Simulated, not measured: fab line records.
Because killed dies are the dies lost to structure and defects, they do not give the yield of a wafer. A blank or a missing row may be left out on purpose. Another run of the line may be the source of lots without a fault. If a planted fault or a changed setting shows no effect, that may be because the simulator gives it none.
fab line records -- flow sky130
[record] lots = 12, wafers = 36, lastDay = 50
route steps=708 shown LI_CONTACT@378 VIA3@589 METAL4@632 METAL5@667 PAD_OPEN@708
lots untouched by any fault: they come from a run of this same line in which no faults occurred
startH: hours from the record's first day to the start of the lot's first wafer shown -- waitH: hours from the lot's prior step to this one -- " as in the row above -- L1.1+2: a row that stands for several wafers -- - no value, or no start was given -- * or withheld: withheld -- < > ~ a bound
route shown NAME@n: a module of which the file shows steps, and the number in the route of the first -- usual: average and standard deviation across the fault-free wafers -- same: alike in all rows -- chamber/n: place in a boat -- sites: the reading at each site -- _std_site: how widely they spread, as a standard deviation -- _edge_site: the outer-site mean with the inner-site mean subtracted -- radiusMm: how far each site lies from the wafer's centre -- mask NAME#n: copy n -- behind: tool/chamber where the wafer was last shaped -- hold: cause of the lot's hold/its duration in hours/its outcome -- device: transistor that didn't switch, given as n, p or np -- end of line: tests run on the same wafers once the route is complete -- where a step has no rows: the recipe by itself -- killed: dies that structure and defects cost at the first sort, which is not the same as the wafer's yield -- map: the dies of a wafer, with x for killed, . for not killed, _ for no die there
set.NAME: the setting that was run; set.NAME@STEP: the one run at that earlier step -- model.NAME: the simulator's own value behind a step, which no gauge read
a sample of lots followed through the steps of the route, with each step as a table and each wafer as a row
services: the hour from which a tool's chamber was out of use, counted from the record's first day as startH (under 0 if before that day), plus the number of hours and why
[[steps]]
[step SKY_LI_CONTACT_STRIP_16]
[recipe] chemistry = O2/N2, powerW = 1400, pressureMtorr = 1500, platenTempC = withheld, o2FlowSccm = 3000, n2FlowSccm = 300, overashFraction = 0.5
[usual] drypumpMotorCurrentA = 5.73/0.27, oesProductAu = 0.376/0.0049, stripTimeToEndpointS = 3.50/0.034
lot.wafer,tool,chamber,startH,waitH,drypumpMotorCurrentA,oesProductAu,rfHoursCounterH,stripTimeToEndpointS
L805.1,plasmaAsher-03,0,709.65,-,5.99,0.369,56,3.50
L805.2,plasmaAsher-03,1,709.65,-,5.28,0.375,56,3.51
L805.3,plasmaAsher-03,0,709.65,-,6.00,0.375,-,3.52
L808.2,plasmaAsher-03,0,713.11,-,6.03,0.373,56,3.46
L808.3,plasmaAsher-03,0,713.11,-,6.03,0.375,-,3.48
L808.5,plasmaAsher-03,1,713.11,-,5.27,0.376,-,3.46
L807.2,plasmaAsher-04,0,715.05,-,5.58,0.378,104,3.50
L807.4,plasmaAsher-04,1,715.05,-,6.00,0.366,-,3.48
L807.6,plasmaAsher-04,1,715.05,-,6.00,0.373,-,3.47
L813.1,plasmaAsher-01,1,746.96,-,5.69,0.377,31,3.49
L813.4,plasmaAsher-01,0,746.96,-,5.84,0.375,-,3.46
L813.6,plasmaAsher-01,1,746.96,-,5.70,0.370,-,3.48
L812.1,plasmaAsher-04,1,749.70,-,6.01,0.371,0,3.47
L812.4,plasmaAsher-04,1,749.70,-,6.01,0.376,-,3.48
L812.6,plasmaAsher-04,0,749.70,-,5.59,0.363,-,3.47
L815.1,plasmaAsher-04,1,776.31,-,6.00,0.372,3,3.51
L815.5,plasmaAsher-04,0,776.31,-,5.61,0.372,-,3.50
L815.6,plasmaAsher-04,1,776.31,-,6.01,0.385,-,3.52
L814.1,plasmaAsher-04,1,778.71,-,6.01,0.372,3,3.48
L814.2,plasmaAsher-04,0,778.71,-,5.58,0.374,3,3.52
L814.6,plasmaAsher-04,1,778.71,-,6.01,0.371,-,3.52
L819.1,plasmaAsher-04,0,798.31,-,5.60,0.379,5,3.45
L819.2,plasmaAsher-04,1,798.31,-,6.01,0.378,5,3.48
L819.5,plasmaAsher-04,0,798.31,-,5.60,0.377,-,3.45
L820.1,plasmaAsher-03,0,798.35,-,5.98,0.382,64,3.55
L820.2,plasmaAsher-03,1,798.35,-,5.27,0.379,64,3.52
L820.5,plasmaAsher-03,1,798.35,-,5.28,0.371,-,3.51
L823.1,plasmaAsher-04,0,831.35,-,5.58,0.380,8,3.47
L823.3,plasmaAsher-04,0,831.35,-,5.59,0.381,-,3.53
L823.6,plasmaAsher-04,1,831.35,-,6.01,0.380,-,3.53
L824.2,plasmaAsher-04,0,841.30,-,5.56,0.377,10,3.55
L824.4,plasmaAsher-04,0,841.30,-,5.58,0.377,-,3.52
L824.5,plasmaAsher-04,0,841.30,-,5.58,0.378,-,3.51
L827.2,plasmaAsher-03,1,843.21,-,5.28,0.379,69,3.51
L827.4,plasmaAsher-03,0,843.21,-,6.02,0.375,-,3.47
L827.6,plasmaAsher-03,1,843.21,-,5.30,0.372,-,3.50
[step SKY_VIA3_STRIP_16]
[recipe] chemistry = O2/N2, powerW = 1400, pressureMtorr = 1500, platenTempC = withheld, o2FlowSccm = 3000, n2FlowSccm = 300, overashFraction = 0.5
[usual] drypumpMotorCurrentA = 5.7/0.34, oesProductAu = 0.403/0.0046, stripTimeToEndpointS = 4.147/0.025
lot.wafer,tool,chamber,startH,waitH,drypumpMotorCurrentA,oesProductAu,rfHoursCounterH,stripTimeToEndpointS
L805.1,plasmaAsher-03,0,970.13,0.0,6.0,0.407,82,4.129
L805.2,plasmaAsher-03,1,970.13,0.0,5.3,0.398,82,4.168
L805.3,plasmaAsher-03,0,970.13,0.0,6.0,0.397,-,4.139
L808.2,plasmaAsher-01,0,971.43,0.0,5.9,0.405,54,4.135
L808.3,plasmaAsher-01,1,971.43,0.0,5.7,0.403,-,4.128
L808.5,plasmaAsher-01,0,971.43,0.0,5.8,0.400,-,4.136
L807.2,plasmaAsher-02,1,971.81,0.0,6.2,0.404,115,4.192
L807.4,plasmaAsher-02,0,971.81,0.0,5.3,0.405,-,4.129
L807.6,plasmaAsher-02,0,971.81,0.0,5.3,0.405,-,4.128
L813.1,plasmaAsher-03,0,991.63,0.0,6.0,0.403,84,4.175
L813.4,plasmaAsher-03,0,991.63,0.0,6.0,0.404,-,4.127
L813.6,plasmaAsher-03,0,991.63,0.0,6.0,0.404,-,4.139
L812.1,plasmaAsher-02,0,993.39,0.0,5.3,0.396,117,4.138
L812.4,plasmaAsher-02,1,993.39,0.0,6.2,0.404,-,4.111
L812.6,plasmaAsher-02,1,993.39,0.0,6.2,0.402,-,4.143
L815.1,plasmaAsher-01,0,1018.38,0.0,5.9,0.392,59,4.136
L815.5,plasmaAsher-01,1,1018.38,0.0,5.7,0.400,-,4.122
L815.6,plasmaAsher-01,0,1018.38,0.0,5.8,0.405,-,4.162
L814.1,plasmaAsher-01,0,1019.49,0.0,5.8,0.403,59,4.168
L814.2,plasmaAsher-01,1,1019.49,0.0,5.7,0.410,59,4.210
L814.6,plasmaAsher-01,1,1019.49,0.0,5.7,0.408,-,4.138
L819.1,plasmaAsher-03,1,1038.39,0.0,5.3,0.408,89,4.117
L819.2,plasmaAsher-03,0,1038.39,0.0,6.1,0.407,89,4.138
L819.5,plasmaAsher-03,1,1038.39,0.0,5.3,0.400,-,4.112
L820.1,plasmaAsher-02,1,1039.43,0.0,6.2,0.406,121,4.191
L820.2,plasmaAsher-02,0,1039.43,0.0,5.3,0.400,121,4.147
L820.5,plasmaAsher-02,0,1039.43,0.0,5.3,0.406,-,4.162
L823.1,plasmaAsher-03,1,1062.64,0.0,5.3,0.392,91,4.105
L823.3,plasmaAsher-03,0,1062.64,0.0,6.1,0.405,-,4.167
L823.6,plasmaAsher-03,1,1062.64,0.0,5.3,0.407,-,4.190
L824.2,plasmaAsher-03,0,1072.98,0.0,6.0,0.407,93,4.152
L824.4,plasmaAsher-03,1,1072.98,0.0,5.3,0.406,-,4.155
L824.5,plasmaAsher-03,1,1072.98,0.0,5.3,0.400,-,4.184
L827.2,plasmaAsher-01,1,1073.23,0.0,5.7,0.406,65,4.136
L827.4,plasmaAsher-01,0,1073.23,0.0,5.8,0.405,-,4.154
L827.6,plasmaAsher-01,0,1073.23,0.0,5.8,0.399,-,4.171
[step SKY_METAL4_ETCH_16]
[recipe] chemistry = N2/H2, target = BARC, ionEnergyEv = 200, biasW = 100, pressureMtorr = 30, n2FlowSccm = 100, h2FlowSccm = 200, icpW = 500, stopOn = SiO2, timeS = 88.2, targetDepthA = 600
[usual] drypumpMotorCurrentA = 5.9/0.38, heBacksideLeakSccm = 3.4/0.33, oesProductAu = 0.626/0.004, rfFwdPowerW = 496.0/1.8, throttleValvePct = 13.205/0.0096
[same] timeS = 88.2
lot.wafer,tool,chamber,startH,waitH,drypumpMotorCurrentA,heBacksideLeakSccm,oesProductAu,rfFwdPowerW,rfHoursCounterH,throttleValvePct
L805.1,rieMetal-01,1,1020.50,0.0,6.0,3.5,0.623,497.4,4,13.187
L805.2,rieMetal-01,0,1020.50,0.0,6.3,3.5,0.634,496.2,19,13.205
L805.3,rieMetal-01,1,1020.50,0.0,6.0,3.3,0.626,496.8,-,13.201
L808.2,rieMetal-03,0,1021.52,0.0,5.5,3.0,0.631,499.4,21,13.208
L808.3,rieMetal-03,0,1021.52,0.0,5.5,3.1,0.623,498.4,-,13.218
L808.5,rieMetal-03,0,1021.52,0.0,5.5,3.2,0.630,499.3,-,13.215
L807.2,rieMetal-04,1,1021.87,0.0,6.4,3.4,0.621,494.9,14,13.211
L807.4,rieMetal-04,1,1021.87,0.0,6.4,3.4,0.631,494.8,-,13.197
L807.6,rieMetal-04,0,1021.87,0.0,5.4,3.2,0.621,494.6,-,13.198
L813.1,rieMetal-01,0,1040.51,0.0,6.3,3.6,0.630,496.2,20,13.204
L813.4,rieMetal-01,1,1040.51,0.0,6.0,3.3,0.629,496.7,-,13.210
L813.6,rieMetal-01,0,1040.51,0.0,6.3,3.5,0.625,495.9,-,13.211
L812.1,rieMetal-01,1,1041.81,0.0,6.0,3.3,0.623,499.3,5,13.212
L812.4,rieMetal-01,1,1041.81,0.0,6.0,3.2,0.622,498.9,-,13.195
L812.6,rieMetal-01,0,1041.81,0.0,6.2,3.7,0.624,495.8,-,13.208
L815.1,rieMetal-03,1,1064.20,0.1,6.0,3.4,0.628,493.0,25,13.208
L815.5,rieMetal-03,1,1064.20,0.1,6.0,3.4,0.625,495.2,-,13.192
L815.6,rieMetal-03,1,1064.20,0.1,6.0,3.4,0.624,492.3,-,13.209
L814.1,rieMetal-03,0,1065.10,0.0,5.5,3.1,0.629,497.4,0,13.211
L814.2,rieMetal-03,1,1065.10,0.0,6.0,3.8,0.631,495.6,25,13.204
L814.6,rieMetal-03,0,1065.10,0.0,5.5,3.2,0.629,497.9,-,13.200
L819.1,rieMetal-04,1,1084.71,0.0,6.4,3.7,0.625,494.6,18,13.217
L819.2,rieMetal-04,0,1084.71,0.0,5.3,3.3,0.630,499.0,20,13.221
L819.5,rieMetal-04,1,1084.71,0.0,6.4,3.6,0.630,498.1,-,13.202
L820.1,rieMetal-01,0,1085.06,0.0,6.3,3.6,0.628,494.7,23,13.196
L820.2,rieMetal-01,1,1085.06,0.0,6.0,3.4,0.632,497.1,8,13.206
L820.5,rieMetal-01,0,1085.06,0.0,6.3,3.4,0.623,497.2,-,13.208
L823.1,rieMetal-03,1,1107.02,0.0,6.0,3.8,0.623,494.8,2,13.224
L823.3,rieMetal-03,1,1107.02,0.0,6.0,3.7,0.620,494.1,-,13.215
L823.6,rieMetal-03,0,1107.02,0.0,5.5,3.5,0.626,499.7,-,13.209
L827.2,rieMetal-04,1,1118.51,0.0,6.4,3.5,0.623,497.1,21,13.215
L827.4,rieMetal-04,1,1118.51,0.0,6.4,3.5,0.623,496.3,-,13.190
L827.6,rieMetal-04,0,1118.51,0.0,5.3,3.2,0.627,496.5,-,13.214
L824.2,rieMetal-01,0,1118.86,0.0,6.3,3.5,0.624,496.0,26,13.215
L824.4,rieMetal-01,1,1118.86,0.0,5.9,3.3,0.628,498.7,-,13.204
L824.5,rieMetal-01,1,1118.86,0.0,6.0,5.8,0.622,498.2,-,13.213
[step SKY_METAL5_THK_MEAS_06]
[recipe] thkMeasGauge = xrf, reads = AlCu_of_METAL5_SPUTTER_02
[usual] METAL5_ALCU_THK = 1143/15
lot.wafer,tool,chamber,startH,waitH,METAL5_ALCU_THK[nm]
L805.1,filmMetro-02,-,1045.74,0.1,1157
L805.2,filmMetro-02,-,1045.74,0.1,1168
L805.3,filmMetro-02,-,1045.74,0.1,1178
L808.2,filmMetro-04,-,1046.75,0.1,1125
L808.3,filmMetro-04,-,1046.75,0.1,1141
L808.5,filmMetro-04,-,1046.75,0.1,1133
L807.2,filmMetro-02,-,1047.31,0.1,1140
L807.4,filmMetro-02,-,1047.31,0.1,1160
L807.6,filmMetro-02,-,1047.31,0.1,1150
L813.1,filmMetro-04,-,1065.09,0.1,1147
L813.4,filmMetro-04,-,1065.09,0.1,1155
L813.6,filmMetro-04,-,1065.09,0.1,1151
L812.1,filmMetro-02,-,1066.86,0.1,1136
L812.4,filmMetro-02,-,1066.86,0.1,1150
L812.6,filmMetro-02,-,1066.86,0.1,1146
L815.1,filmMetro-02,-,1089.48,0.1,1162
L815.5,filmMetro-02,-,1089.48,0.1,1155
L815.6,filmMetro-02,-,1089.48,0.1,1177
L814.1,filmMetro-04,-,1089.78,0.1,1122
L814.2,filmMetro-04,-,1089.78,0.1,1117
L814.6,filmMetro-04,-,1089.78,0.1,1131
L819.1,filmMetro-04,-,1108.41,0.1,1138
L819.2,filmMetro-04,-,1108.41,0.1,1124
L819.5,filmMetro-04,-,1108.41,0.1,1135
L820.1,filmMetro-04,-,1109.25,0.1,1139
L820.2,filmMetro-04,-,1109.25,0.1,1127
L820.5,filmMetro-04,-,1109.25,0.1,1143
L823.1,filmMetro-02,-,1129.96,0.1,1143
L823.3,filmMetro-02,-,1129.96,0.1,1150
L823.6,filmMetro-02,-,1129.96,0.1,1146
L827.2,filmMetro-04,-,1141.17,0.1,1143
L827.4,filmMetro-04,-,1141.17,0.1,1147
L827.6,filmMetro-04,-,1141.17,0.1,1157
L824.2,filmMetro-02,-,1141.27,0.1,1173
L824.4,filmMetro-02,-,1141.27,0.1,1145
L824.5,filmMetro-02,-,1141.27,0.1,1151
[step SKY_PAD_OPEN_PROBE_99]
[usual] killed_at_M0_to_M3 = 42/6.6, killed_at_M4_up = 3.0/1.7, killedAtContacts = 24/5.3, killedAtFrontEnd = 15/4.5, killedAtOther = 0.2/0.49, killedDies = 83/9, killedOpen = 45/6.9, killedShort = 38/5.8
[same] grossDies = 492, killedAtBackSide = 0
lot.wafer,tool,chamber,startH,waitH,hold,killed_at_M0_to_M3,killed_at_M4_up,killedAtContacts,killedAtFrontEnd,killedAtOther,killedDies,killedOpen,killedShort
L805.1,prober-01,-,1113.26,0.1,-,36,7,21,11,0,75,28,47
L805.2,prober-01,-,1113.31,0.1,-,47,3,25,21,0,96,47,49
L805.3,prober-01,-,1113.36,0.2,-,42,6,23,13,0,84,39,45
L808.2,prober-01,-,1116.31,0.1,-,37,3,29,8,0,77,41,36
L808.3,prober-01,-,1116.36,0.2,-,41,6,30,16,0,93,51,42
L808.5,prober-01,-,1116.46,0.2,-,40,4,28,9,0,81,47,34
L807.2,prober-02,-,1116.63,0.3,-,44,2,15,10,0,71,35,36
L807.4,prober-02,-,1116.73,0.4,-,43,6,26,11,0,86,51,35
L807.6,prober-02,-,1116.83,0.4,-,46,3,15,9,0,73,34,39
L813.1,prober-02,-,1130.22,0.1,-,42,0,28,16,2,88,48,40
L813.4,prober-02,-,1130.37,0.2,-,53,2,24,13,0,92,56,36
L813.6,prober-02,-,1130.47,0.2,-,39,5,11,14,0,69,41,28
L812.1,prober-01,-,1131.93,0.1,-,36,1,26,15,0,78,46,32
L812.4,prober-01,-,1132.08,0.2,-,36,0,22,20,0,78,50,28
L812.6,prober-01,-,1132.18,0.2,-,27,1,34,15,2,79,45,34
L815.1,prober-02,-,1151.61,0.1,-,40,1,26,22,1,90,47,42
L815.5,prober-02,-,1151.81,0.2,-,35,5,28,17,0,85,48,37
L815.6,prober-02,-,1151.86,0.2,-,47,2,17,19,1,86,42,43
L814.1,prober-01,-,1152.90,0.1,-,37,0,25,17,0,79,37,41
L814.2,prober-01,-,1152.95,0.1,-,42,0,29,19,0,90,57,33
L814.6,prober-01,-,1153.15,0.2,-,39,2,22,13,0,76,37,39
L819.1,prober-02,-,1168.09,0.1,-,54,5,20,10,0,89,47,40
L819.2,prober-02,-,1168.14,0.1,-,43,4,26,16,1,90,47,41
L819.5,prober-02,-,1168.29,0.2,-,57,5,18,14,0,94,46,48
L820.1,prober-01,-,1168.44,0.1,-,47,2,31,12,0,92,48,44
L820.2,prober-01,-,1168.49,0.1,-,41,3,32,9,2,87,41,44
L820.5,prober-01,-,1168.64,0.2,-,49,2,38,15,0,104,51,53
L823.1,prober-02,-,1186.00,0.1,awaitDispo/2.0h/release,37,4,54,17,0,112,46,38
L823.3,prober-02,-,1186.10,0.2,awaitDispo/2.0h/release,39,7,53,16,0,115,46,38
L823.6,prober-02,-,1186.25,0.2,awaitDispo/2.0h/release,56,5,56,11,0,128,54,44
L827.2,prober-02,-,1195.96,0.1,-,43,4,25,18,0,90,50,40
L827.4,prober-02,-,1196.06,0.2,-,43,2,29,14,1,89,52,37
L827.6,prober-02,-,1196.16,0.2,-,54,2,22,20,0,98,56,42
L824.2,prober-01,-,1196.92,0.1,awaitDispo/2.1h/release,36,3,57,21,0,117,40,45
L824.4,prober-01,-,1197.02,0.2,awaitDispo/2.1h/release,38,1,47,14,0,100,36,33
L824.5,prober-01,-,1197.07,0.2,awaitDispo/2.1h/release,34,2,64,12,0,112,47,31
// killed by level:class
L805.1 VIA1:geometricParticle:short=9 METAL4:geometricParticle:short=7 LOCAL_INTERCONNECT:geometricParticle:short=6 VIA2:geometricParticle:open=6 POLY_GATE:geometricParticle:short=5 CONTACT:geometricParticle:open=5 LI_CONTACT:geometricParticle:open=4 METAL1:geometricParticle:short=4
L805.2 CONTACT:geometricParticle:open=10 VIA1:geometricParticle:open=10 FIELD_ISO:geometricParticle:short=8 CONTACT:geometricParticle:short=8 METAL1:geometricParticle:short=8 FIELD_ISO:geometricParticle:open=6 METAL2:geometricParticle:short=6 LOCAL_INTERCONNECT:geometricParticle:short=5
L805.3 VIA1:geometricParticle:open=10 CONTACT:geometricParticle:open=9 METAL1:geometricParticle:short=7 LOCAL_INTERCONNECT:geometricParticle:short=7 VIA2:geometricParticle:open=6 VIA2:geometricParticle:short=5 METAL4:geometricParticle:short=5 LI_CONTACT:geometricParticle:open=4
L808.2 CONTACT:geometricParticle:open=10 LI_CONTACT:geometricParticle:open=8 VIA1:geometricParticle:open=7 VIA1:geometricParticle:short=7 VIA3:geometricParticle:open=7 LI_CONTACT:geometricParticle:short=4 CONTACT:geometricParticle:short=4 METAL2:geometricParticle:short=4
L808.3 CONTACT:geometricParticle:open=12 METAL2:geometricParticle:short=8 VIA1:geometricParticle:open=8 VIA3:geometricParticle:open=8 LI_CONTACT:geometricParticle:open=7 SPACER:geometricParticle:open=6 CONTACT:geometricParticle:short=5 METAL4:geometricParticle:short=5
L808.5 CONTACT:geometricParticle:open=15 VIA1:geometricParticle:open=9 VIA3:geometricParticle:open=8 METAL2:geometricParticle:short=6 VIA2:geometricParticle:open=6 METAL1:geometricParticle:short=5 LOCAL_INTERCONNECT:geometricParticle:short=4 METAL4:geometricParticle:short=4
L807.2 VIA1:geometricParticle:short=8 VIA2:geometricParticle:open=8 METAL1:geometricParticle:short=6 METAL2:geometricParticle:short=5 FIELD_ISO:geometricParticle:open=4 CONTACT:geometricParticle:short=4 VIA3:geometricParticle:open=4 VIA1:geometricParticle:open=4
L807.4 CONTACT:geometricParticle:open=9 VIA1:geometricParticle:open=9 LI_CONTACT:geometricParticle:open=8 VIA3:geometricParticle:open=5 METAL2:geometricParticle:short=5 METAL1:geometricParticle:short=4 VIA2:geometricParticle:open=4 FIELD_ISO:geometricParticle:short=3
L807.6 METAL1:geometricParticle:short=10 VIA1:geometricParticle:open=10 CONTACT:geometricParticle:open=6 FIELD_ISO:geometricParticle:short=5 LI_CONTACT:geometricParticle:open=5 VIA1:geometricParticle:short=5 VIA2:geometricParticle:open=5 VIA2:geometricParticle:short=4
L813.1 CONTACT:geometricParticle:open=13 METAL2:geometricParticle:short=8 VIA3:geometricParticle:open=7 LI_CONTACT:geometricParticle:open=6 VIA1:geometricParticle:open=6 LOCAL_INTERCONNECT:geometricParticle:short=5 VIA2:geometricParticle:open=5 METAL3:geometricParticle:short=5
L813.4 CONTACT:geometricParticle:open=11 VIA1:geometricParticle:open=10 METAL2:geometricParticle:short=10 LI_CONTACT:geometricParticle:open=9 VIA3:geometricParticle:open=9 METAL1:geometricParticle:short=7 POLY_GATE:geometricParticle:open=6 POLY_GATE:geometricParticle:short=3
L813.6 VIA3:geometricParticle:open=9 VIA1:geometricParticle:open=7 METAL2:geometricParticle:short=7 FIELD_ISO:geometricParticle:open=5 POLY_GATE:geometricParticle:open=4 METAL1:geometricParticle:short=4 LI_CONTACT:geometricParticle:open=4 CONTACT:geometricParticle:open=4
L812.1 LI_CONTACT:geometricParticle:open=11 VIA1:geometricParticle:open=9 VIA2:geometricParticle:open=7 LOCAL_INTERCONNECT:geometricParticle:short=5 METAL3:geometricParticle:short=5 FIELD_ISO:geometricParticle:short=4 LI_CONTACT:geometricParticle:short=4 VIA3:geometricParticle:open=4
L812.4 VIA1:geometricParticle:open=13 LI_CONTACT:geometricParticle:open=10 CONTACT:geometricParticle:open=8 POLY_GATE:geometricParticle:short=6 VIA2:geometricParticle:open=5 VIA3:geometricParticle:open=5 FIELD_ISO:geometricParticle:open=4 POLY_GATE:geometricParticle:open=3
L812.6 CONTACT:geometricParticle:open=9 VIA3:geometricParticle:open=8 LI_CONTACT:geometricParticle:open=8 CONTACT:geometricParticle:short=6 LOCAL_INTERCONNECT:geometricParticle:short=5 VIA1:geometricParticle:open=5 FIELD_ISO:geometricParticle:short=4 METAL2:geometricParticle:short=4
L815.1 CONTACT:geometricParticle:open=14 VIA1:geometricParticle:open=13 POLY_GATE:geometricParticle:short=6 CONTACT:geometricParticle:short=6 POLY_GATE:geometricParticle:open=5 METAL2:geometricParticle:short=5 VIA1:geometricParticle:short=5 FIELD_ISO:geometricParticle:short=4
L815.5 CONTACT:geometricParticle:open=14 LI_CONTACT:geometricParticle:open=8 VIA2:geometricParticle:open=8 POLY_GATE:geometricParticle:open=7 VIA1:geometricParticle:short=6 FIELD_ISO:geometricParticle:open=5 METAL1:geometricParticle:short=5 METAL2:geometricParticle:short=5
L815.6 VIA1:geometricParticle:open=9 CONTACT:geometricParticle:open=8 VIA3:geometricParticle:open=8 METAL2:geometricParticle:short=6 FIELD_ISO:geometricParticle:short=5 VIA1:geometricParticle:short=5 POLY_GATE:geometricParticle:short=4 METAL1:geometricParticle:short=4
L814.1 VIA1:geometricParticle:open=11 CONTACT:geometricParticle:open=8 CONTACT:geometricParticle:short=6 VIA1:geometricParticle:short=6 LI_CONTACT:geometricParticle:short=5 VIA3:geometricParticle:open=5 POLY_GATE:geometricParticle:short=4 METAL1:geometricParticle:short=4
L814.2 CONTACT:geometricParticle:open=15 VIA1:geometricParticle:open=13 VIA3:geometricParticle:open=7 CONTACT:geometricParticle:short=6 SPACER:geometricParticle:short=5 FIELD_ISO:geometricParticle:open=4 SPACER:geometricParticle:open=4 LI_CONTACT:geometricParticle:open=4
L814.6 VIA1:geometricParticle:open=8 METAL2:geometricParticle:short=6 CONTACT:geometricParticle:short=6 LI_CONTACT:geometricParticle:open=5 CONTACT:geometricParticle:open=5 VIA2:geometricParticle:short=5 METAL3:geometricParticle:short=5 VIA3:geometricParticle:open=5
L819.1 METAL2:geometricParticle:short=12 VIA1:geometricParticle:open=10 CONTACT:geometricParticle:open=8 VIA2:geometricParticle:open=6 LI_CONTACT:geometricParticle:open=5 METAL1:geometricParticle:short=5 VIA3:geometricParticle:open=5 POLY_GATE:geometricParticle:open=4
L819.2 VIA1:geometricParticle:open=12 LI_CONTACT:geometricParticle:open=9 CONTACT:geometricParticle:open=9 METAL2:geometricParticle:short=7 POLY_GATE:geometricParticle:short=5 VIA2:geometricParticle:open=5 LOCAL_INTERCONNECT:geometricParticle:short=4 METAL1:geometricParticle:short=4
L819.5 VIA1:geometricParticle:open=12 VIA1:geometricParticle:short=9 VIA3:geometricParticle:open=8 METAL1:geometricParticle:short=6 VIA2:geometricParticle:open=6 FIELD_ISO:geometricParticle:short=5 CONTACT:geometricParticle:open=5 METAL3:geometricParticle:short=5
L820.1 VIA1:geometricParticle:open=13 CONTACT:geometricParticle:short=9 CONTACT:geometricParticle:open=8 METAL2:geometricParticle:short=8 VIA3:geometricParticle:open=8 VIA2:geometricParticle:open=6 LI_CONTACT:geometricParticle:open=5 METAL1:geometricParticle:short=5
L820.2 VIA1:geometricParticle:open=11 CONTACT:geometricParticle:open=9 VIA1:geometricParticle:short=9 LI_CONTACT:geometricParticle:short=7 METAL2:geometricParticle:short=7 CONTACT:geometricParticle:short=7 LI_CONTACT:geometricParticle:open=6 FIELD_ISO:geometricParticle:short=3
L820.5 CONTACT:geometricParticle:open=18 METAL2:geometricParticle:short=8 METAL1:geometricParticle:short=7 VIA1:geometricParticle:short=7 LOCAL_INTERCONNECT:geometricParticle:short=6 CONTACT:geometricParticle:short=6 FIELD_ISO:geometricParticle:short=5 POLY_GATE:geometricParticle:open=5
L823.1 LI_CONTACT:unspecified=27 CONTACT:geometricParticle:open=10 METAL2:geometricParticle:short=9 LI_CONTACT:geometricParticle:open=7 VIA1:geometricParticle:open=7 FIELD_ISO:geometricParticle:open=6 CONTACT:geometricParticle:short=6 FIELD_ISO:geometricParticle:short=4
L823.3 LI_CONTACT:unspecified=30 CONTACT:geometricParticle:open=9 VIA1:geometricParticle:open=9 LI_CONTACT:geometricParticle:open=6 METAL1:geometricParticle:short=6 METAL4:geometricParticle:short=6 VIA2:geometricParticle:open=5 VIA3:geometricParticle:open=5
L823.6 LI_CONTACT:unspecified=30 VIA3:geometricParticle:open=14 CONTACT:geometricParticle:open=10 VIA2:geometricParticle:open=9 VIA1:geometricParticle:short=6 VIA1:geometricParticle:open=6 LI_CONTACT:geometricParticle:open=5 LOCAL_INTERCONNECT:geometricParticle:short=5
L827.2 FIELD_ISO:geometricParticle:open=10 LI_CONTACT:geometricParticle:open=9 CONTACT:geometricParticle:open=8 VIA3:geometricParticle:open=8 VIA2:geometricParticle:open=8 METAL2:geometricParticle:short=7 METAL1:geometricParticle:short=6 VIA3:geometricParticle:short=5
L827.4 CONTACT:geometricParticle:open=15 FIELD_ISO:geometricParticle:open=8 LI_CONTACT:geometricParticle:open=6 VIA1:geometricParticle:open=6 METAL2:geometricParticle:short=6 VIA2:geometricParticle:open=6 FIELD_ISO:geometricParticle:short=5 CONTACT:geometricParticle:short=5
L827.6 VIA1:geometricParticle:open=12 VIA3:geometricParticle:open=10 FIELD_ISO:geometricParticle:short=9 VIA2:geometricParticle:open=9 CONTACT:geometricParticle:open=8 METAL1:geometricParticle:short=6 POLY_GATE:geometricParticle:short=5 CONTACT:geometricParticle:short=5
L824.2 LI_CONTACT:unspecified=31 FIELD_ISO:geometricParticle:short=10 LI_CONTACT:geometricParticle:open=8 VIA1:geometricParticle:open=7 LOCAL_INTERCONNECT:geometricParticle:short=6 VIA2:geometricParticle:short=6 CONTACT:geometricParticle:short=5 VIA3:geometricParticle:open=4
L824.4 LI_CONTACT:unspecified=31 VIA1:geometricParticle:open=8 VIA2:geometricParticle:open=6 FIELD_ISO:geometricParticle:open=5 CONTACT:geometricParticle:open=5 CONTACT:geometricParticle:short=5 METAL1:geometricParticle:short=5 VIA1:geometricParticle:short=5
L824.5 LI_CONTACT:unspecified=34 LI_CONTACT:geometricParticle:open=10 VIA2:geometricParticle:open=10 CONTACT:geometricParticle:open=8 FIELD_ISO:geometricParticle:open=6 LOCAL_INTERCONNECT:geometricParticle:short=6 CONTACT:geometricParticle:short=4 METAL1:geometricParticle:short=4
[[services]]
tool,chamber,startH,hours,kind
rieMetal-01,-,694.26,0.5,repair
plasmaAsher-01,-,696.02,2.8,pm
rieMetal-01,1,698.17,2.5,repair
rieMetal-01,-,723.76,14.6,pm
plasmaAsher-04,-,733.75,9.0,pm
plasmaAsher-03,-,779.93,2.8,pm
rieMetal-04,-,829.42,0.5,repair
plasmaAsher-02,-,838.66,14.6,pm
plasmaAsher-04,-,849.67,3.8,repair
plasmaAsher-01,-,875.50,1.4,repair
plasmaAsher-04,-,899.54,2.0,repair
plasmaAsher-02,-,913.32,2.1,repair
plasmaAsher-03,-,949.01,3.4,repair
rieMetal-04,0,983.52,15.0,repair
plasmaAsher-04,-,995.02,4.6,repair
plasmaAsher-04,-,997.23,2.9,repair
plasmaAsher-02,-,1009.98,1.1,repair
plasmaAsher-04,-,1012.32,2.8,pm
plasmaAsher-02,-,1034.63,3.3,repair
rieMetal-04,1,1036.91,4.8,repair
plasmaAsher-02,-,1045.17,1.2,repair
plasmaAsher-02,-,1055.25,9.0,pm
rieMetal-03,-,1099.70,1.1,repair
rieMetal-01,0,1106.88,2.8,repair
[[key]]
[firstSign] step = SKY_PAD_OPEN_PROBE_99, reading = killedAtContacts, direction = up, sigmas = 6, usual = 24, struck = 55
[effect] step = SKY_PAD_OPEN_PROBE_99, reading = killedDies, direction = up, sigmas = 3.4, usual = 83, struck = 114
metAt SKY_LI_CONTACT_STRIP_16
struckLots L823,L824
testerLeftOut L823,L824
notActingAt SKY_VIA3_STRIP_16,SKY_METAL4_ETCH_16,SKY_METAL5_THK_MEAS_06
onsetBetween 798.31 831.35
[fault] kind = chamberParticleSource, tool = plasmaAsher-04, chamber = -, onsetH = 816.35, steps = SKY_LI_CONTACT_STRIP_16, ratePerVisitCm2 = 0.39569, endH = 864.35
// testerLeftOut: of these lots the tester's yield and bins aren't shown, on N5 and GAA mostly nor the transistor test; their killed dies are dies lost to structure and defects alone, not to doping, threshold or leakage, so they don't give the yield
